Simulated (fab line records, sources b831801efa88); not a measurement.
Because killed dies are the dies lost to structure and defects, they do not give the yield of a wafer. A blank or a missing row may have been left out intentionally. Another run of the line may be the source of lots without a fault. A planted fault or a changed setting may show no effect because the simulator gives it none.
A lot that was struck, set against a sound lot :: flow sky130 :: 19 out of 708 route steps
Sound: wafers L277.1, L277.2, L277.3. Struck: wafer L287.2 (L287.4, L287.6, from the same lot, were not struck and are left out); the cause is given at the end.
For every step that has rows: the tool of each side, followed by ch and its chambers, followed by its first start. Under that, the readings that differ: sound wafers :: struck wafers :: difference of the means :: sigmas: that difference in standard deviations of wafers without a fault.
alike: words and numbers the same on both sides, and readings whose means are apart by under 2 such deviations; not compared: readings that were withheld, readings missing a value for some wafer, numbers with overlapping values and no deviation given by the record, and bounds like >300 which may hide the same value.
Wherever a step has rows on one side only, a row that says differs or no value, or a row with sigmas, the two part there. Numbers that have no deviation but don't overlap get no sigmas and don't part them. Lack of a reading on every wafer of one side parts them only where that side has two or more wafers.

first, 6 steps without rows for these wafers: SKY_VIA1_ETCH_15 (etches SiO2 in C4F8/O2/Ar, stops on TiN, target depth 351 nm, time 54 s); SKY_VIA1_STRIP_16 (strips in O2/N2); SKY_VIA1_STRIP_17 (strips in post etch residue remover, time 1200 s); SKY_VIA1_CLEAN_18 (cleans in IPA, time 180 s); SKY_VIA1_CLEAN_19 (cleans in O3/DIW); SKY_VIA1_SPUTTER_20 (material TiN, target thk 20 nm, time 80 s).
SKY_VIA1_CVD_21: deposits W, target thk 270 nm, time 80.902 s.
  sound on cvd w-01 ch 0,1, day 34 12:09; struck on cvd w-02 ch 1, day 37 12:56
  alike: heater power w
SKY_VIA1_RS_MEAS_22: measures by four-point-probe.
  sound: film metro-03 at day 34 12:15; struck: film metro-02 at day 37 13:03
  alike: VIA1_W_RS
SKY_VIA1_THK_MEAS_23: measures by xrf.
  sound: film metro-03 at day 34 12:22; struck: film metro-02 at day 37 13:10
reading: VIA1_W_THK (nm)
sound: 269 268 263
struck: 257
difference: -10
sigmas: -2
SKY_VIA1_CMP_24: polishes, stops on SiO2, t overpolish 15 s, target thk 0 nm.
  sound on cmp-02 ch 1,2,3, day 34 12:26; struck on cmp-02 ch 3, day 37 13:16
  alike: motor current A, overpolish run s, slurry flow ml min, time to endpoint s
SKY_METAL2_SPUTTER_00: material Ti, target thk 15 nm, time 10 s.
  sound: pvd sputter-01 at day 34 12:44; struck: pvd sputter-01 at day 37 13:31
  alike: chamber pressure pa, throttle valve pct
then, 1 step without rows for these wafers: SKY_METAL2_SPUTTER_01 (material TiN, target thk 20 nm, time 16.7 s).
SKY_METAL2_SPUTTER_02: material AlCu, target thk 250 nm, time 13.3 s.
  sound: pvd sputter-01 at day 34 12:47; struck: pvd sputter-01 at day 37 13:34
reading: model.AlCu_of_METAL2_SPUTTER_02.thk nm (nm)
sound: 253.2 250.3 247.5
struck: 220.3
difference: -30.0
sigmas: 
  alike: chamber pressure pa, throttle valve pct
SKY_METAL2_SPUTTER_03: material Ti, target thk 5 nm, time 3.3 s.
  sound: pvd sputter-01 at day 34 12:48; struck: pvd sputter-01 at day 37 13:35
  alike: chamber pressure pa, throttle valve pct
SKY_METAL2_SPUTTER_04: material TiN, target thk 70 nm, time 58.3 s.
  sound: pvd sputter-01 at day 34 12:49; struck: pvd sputter-01 at day 37 13:36
  alike: chamber pressure pa, throttle valve pct
SKY_METAL2_RS_MEAS_05: measures by four-point-probe.
  sound: film metro-01 at day 34 12:52; struck: film metro-01 at day 37 13:40
reading: METAL2_ALCU_RS (ohm/sq)
sound: 0.1254 0.1269 0.1287
struck: 0.1449
difference: +0.0179
sigmas: +12
SKY_METAL2_THK_MEAS_06: measures by xrf.
  sound: film metro-01 at day 34 12:59; struck: film metro-01 at day 37 13:47
reading: METAL2_ALCU_THK (nm)
sound: 253.2 250.7 248.3
struck: 217.6
difference: -33.1
sigmas: -11
then, 1 step without rows for these wafers: SKY_METAL2_DEHYDRATE_07 (time 60 s).
-- the record jumps here: 11 days lie between the struck wafers' starts before and after (it left off in module METAL2 and takes up again in module PAD_OPEN, whose first step shown is number 708 of the route) --
SKY_PAD_OPEN_PROBE_99:
  sound: prober-02 at day 46 03:38; struck: prober-02 at day 48 16:56
reading: defect limited yield (%)
sound: 81.1 82.5 80.7
struck: 86.2
difference: +4.8
sigmas: +3

reading: killed_at_M0_to_M3
sound: 52 53 46
struck: 38
difference: -12
sigmas: -2

reading: killed at front end
sound: 19 15 16
struck: 9
difference: -8
sigmas: -2

reading: killed dies
sound: 93 86 95
struck: 68
difference: -23
sigmas: -3

reading: killed on rim
sound: 26 14 20
struck: 12
difference: -8
sigmas: -2

reading: killed open
sound: 50 42 55
struck: 34
difference: -15
sigmas: -2

reading: sort_bin_6_memory (%)
sound: 8.1 6.9 7.9
struck: 3.9
difference: -3.7
sigmas: -4

reading: sort n pass
sound: 399 406 397
struck: 424
difference: +23
sigmas: +3

reading: sort yield pct (%)
sound: 81.1 82.5 80.7
struck: 86.2
difference: +4.8
sigmas: +3

reading: model.etest.met2.line ohm um
sound: 0.9035 0.9045 0.9694
struck: 0.9948
difference: +0.0690
sigmas: 

reading: model.etest.met2.rs ohm sq
sound: 0.1268 0.1272 0.1317
struck: 0.1456
difference: +0.0170
sigmas: 
  alike: killed_at_M4_up, killed at contacts, killed at other, killed short, sort_bin_3_pad_short, sort_bin_5_function

== WHERE THEY PART ==
Last at SKY_PAD_OPEN_PROBE_99 as far as this record goes, first at SKY_VIA1_THK_MEAS_23.

WHY: what had been put in by the simulator
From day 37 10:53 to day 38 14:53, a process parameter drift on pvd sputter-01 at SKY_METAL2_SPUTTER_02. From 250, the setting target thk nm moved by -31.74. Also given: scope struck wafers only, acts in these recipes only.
